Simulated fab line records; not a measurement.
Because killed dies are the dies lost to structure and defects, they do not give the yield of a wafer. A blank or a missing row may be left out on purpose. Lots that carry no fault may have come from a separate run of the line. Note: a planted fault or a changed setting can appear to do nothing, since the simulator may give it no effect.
What tool caused it?	flow sky130	32 wafers from 11 lots sampled at 2 of the route's 708 steps

== WHAT THE GAUGES READ, wafer by wafer ==
SKY_VT_ADJUST_HVTR_CD_MEAS_07 targets a cd of 380 nm.
lot	measured	on	cd-nm (nm)
L151	day 9 08:52	cd-sem-02	378.4 378.5 378.5
L154	day 10 09:07	cd-sem-01	378.9 376.2 378.3
L156	day 10 21:15	cd-sem-01	380.9 379.4 381.8
L159	day 11 18:51	cd-sem-02	375.2 376.1 376.9
L160	day 12 02:29	cd-sem-02	377.4 374.7 377.6
L161	day 12 09:58	cd-sem-01	378.9 379.4 378.2
L163	day 13 00:51	cd-sem-01	379.6 378.4 379.2
L164	day 13 14:27	cd-sem-02	376.8 375.7 377.3
L166	day 13 23:25	cd-sem-02	380.3 381.8
L173	day 16 09:40	cd-sem-02	377.6 378.4 376.5
L174	day 16 15:10	cd-sem-01	382.8 382.0 383.3

== TOOL THAT RAN EACH LOT (tool first, then ch and the chambers of the sampled wafers, then the start) ==
lot	SKY_VT_ADJUST_NCORE_STRIP_10
L151	plasma-asher-02 ch 0,1, day 8 11:48
L154	plasma-asher-04 ch 0,1, day 9 10:48
L156	plasma-asher-04 ch 0,1, day 9 22:19
L159	plasma-asher-02 ch 0,1, day 10 20:24
L160	plasma-asher-03 ch 0,1, day 11 03:18
L161	plasma-asher-04 ch 0,1, day 11 10:24
L163	plasma-asher-03 ch 0,1, day 12 00:48
L164	plasma-asher-04 ch 1, day 12 13:15
L166	plasma-asher-04 ch 0, day 12 22:05
L173	plasma-asher-02 ch 0,1, day 15 05:42
L174	plasma-asher-04 ch 0,1, day 15 11:12
- SKY_VT_ADJUST_NCORE_STRIP_10: strips in O2/N2.

== THE ANSWER, worked out from the rows above alone ==
Rule: the usual values come from the lots themselves. The widest of any qualifying gaps counts: lots, ordered by their means at a reading, are off when they make up no more than a third of the lots, leave a main group of 4 or more, and stand apart from it by 3 or more times the standard deviation of that group's means. Not used: any main group whose means are identical at the precision the tables above print for the reading. A lot without any number at a reading at which 4 lots or more have one is off too. Any other lot the step has rows for is counted as sound.
No lot is off at any reading shown: from this, nothing can be told.

== WHAT THE SIMULATOR HAD INSERTED ==
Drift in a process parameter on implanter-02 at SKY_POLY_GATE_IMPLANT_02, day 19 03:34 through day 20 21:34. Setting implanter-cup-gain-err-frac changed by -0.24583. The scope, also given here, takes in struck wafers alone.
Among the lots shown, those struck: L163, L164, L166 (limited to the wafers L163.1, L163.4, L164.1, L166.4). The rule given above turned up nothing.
